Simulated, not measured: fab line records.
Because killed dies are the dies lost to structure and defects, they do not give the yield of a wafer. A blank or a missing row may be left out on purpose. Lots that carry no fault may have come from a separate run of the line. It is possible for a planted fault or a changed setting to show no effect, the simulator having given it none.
Which of the tools did it?    flow sky130    Sampling: 11 lots, 33 wafers, 4 of 708 route steps

== WHAT EACH GAUGE READ, for each wafer ==
SKY_CONTACT_RS_MEAS_25: the measuring method here is four-point-probe.
lot   measured      on             CONTACT_W_RS (ohm/sq)
L124  day 31 20:35  film_metro-04  0.3402 0.3420 0.3460
L126  day 32 20:14  film_metro-04  0.3423 0.3356 0.3378
L127  day 33 11:04  film_metro-02  0.3404 0.3385 0.3363
L133  day 35 01:17  film_metro-02  0.3378 0.3437 0.3378
L135  day 36 02:14  film_metro-01  0.3421 0.3044 0.3414 0.3424 0.3052 0.3408
L137  day 36 19:59  film_metro-01  0.3367 0.3362 0.3050 0.3369 0.3355 0.3051
L139  day 36 21:13  film_metro-02  0.3362 0.3381 0.3356
L140  day 37 01:13  film_metro-01  0.3387 0.3359 0.3399
L141  day 37 16:46  film_metro-04  0.3385 0.3450 0.3356
L145  day 38 16:48  film_metro-04  0.3384 0.3379 0.3403
L146  day 38 19:40  film_metro-01  0.3412 0.3377 0.3423

== WHICH TOOL RAN EACH LOT (tool, then ch and the chambers of the sampled wafers, then the start) ==
lot   SKY_LI_CONTACT_SPUTTER_19     SKY_CONTACT_SPUTTER_23        SKY_CONTACT_CVD_24
L124  pvd_sputter-01, day 29 09:19  pvd_sputter-04, day 31 20:25  cvd_w-02 ch 0,1, day 31 20:28
L126  pvd_sputter-03, day 30 09:45  pvd_sputter-03, day 32 20:03  cvd_w-02 ch 0,1, day 32 20:07
L127  pvd_sputter-01, day 30 21:32  pvd_sputter-03, day 33 10:52  cvd_w-02 ch 0,1, day 33 10:58
L133  pvd_sputter-01, day 32 15:43  pvd_sputter-01, day 35 01:05  cvd_w-02 ch 0,1, day 35 01:09
L135  pvd_sputter-03, day 33 18:53  pvd_sputter-04, day 36 02:00  cvd_w-02 ch 0,1, day 36 02:06
L137  pvd_sputter-02, day 34 10:47  pvd_sputter-01, day 36 19:47  cvd_w-02 ch 0,1, day 36 19:51
L139  pvd_sputter-01, day 34 12:37  pvd_sputter-03, day 36 21:02  cvd_w-01 ch 0,1, day 36 21:06
L140  pvd_sputter-03, day 34 16:49  pvd_sputter-01, day 37 01:02  cvd_w-01 ch 0,1, day 37 01:06
L141  pvd_sputter-01, day 35 09:04  pvd_sputter-01, day 37 16:34  cvd_w-01 ch 0,1, day 37 16:38
L145  pvd_sputter-01, day 36 09:42  pvd_sputter-01, day 38 16:37  cvd_w-01 ch 0,1, day 38 16:41
L146  pvd_sputter-02, day 36 12:28  pvd_sputter-03, day 38 19:29  cvd_w-01 ch 0,1, day 38 19:33
- SKY_LI_CONTACT_SPUTTER_19: material Ti, target thk 20 nm, time 106.37 s.
- SKY_CONTACT_SPUTTER_23: material TiN, target thk 20 nm, time 80 s.
- SKY_CONTACT_CVD_24: deposits W, target thk 340 nm, time 102.12 s.

== THE ANSWER, worked out from the rows above alone ==
Rule: the usual values come from the lots themselves. Put in order of their means at a reading, lots are off if they are a third of the lots or fewer, leave a main group of 4 or more, and stand apart from it by a gap of 3 or more times the standard deviation of the main group's means; of several such gaps the widest counts. A main group is skipped when, at the precision printed for the reading in the tables above, its means are all equal. A lot without any number at a reading at which 4 lots or more have one is off too. All remaining lots with rows at the step are treated as sound.
Off: L135, L137, at SKY_CONTACT_RS_MEAS_25 (CONTACT_W_RS). Mean 0.3392 ohm/sq and standard deviation 0.0016 in the main group.
A tool fits if, at a process step before that reading, it ran every lot that is off, and no sound lot after the first of them. The gauges at SKY_CONTACT_RS_MEAS_25 are tried like those tools. One candidate fits, namely cvd_w-02 at SKY_CONTACT_CVD_24. A fault onset in the window from L133 (day 35 01:09, its last sound lot) to L135 (day 36 02:06, its first lot off) fits.

== WHAT WAS PUT IN BY THE SIMULATOR ==
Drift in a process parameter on cvd_w-02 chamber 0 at SKY_CONTACT_CVD_24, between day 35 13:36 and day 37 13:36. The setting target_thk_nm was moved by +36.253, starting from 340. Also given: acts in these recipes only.
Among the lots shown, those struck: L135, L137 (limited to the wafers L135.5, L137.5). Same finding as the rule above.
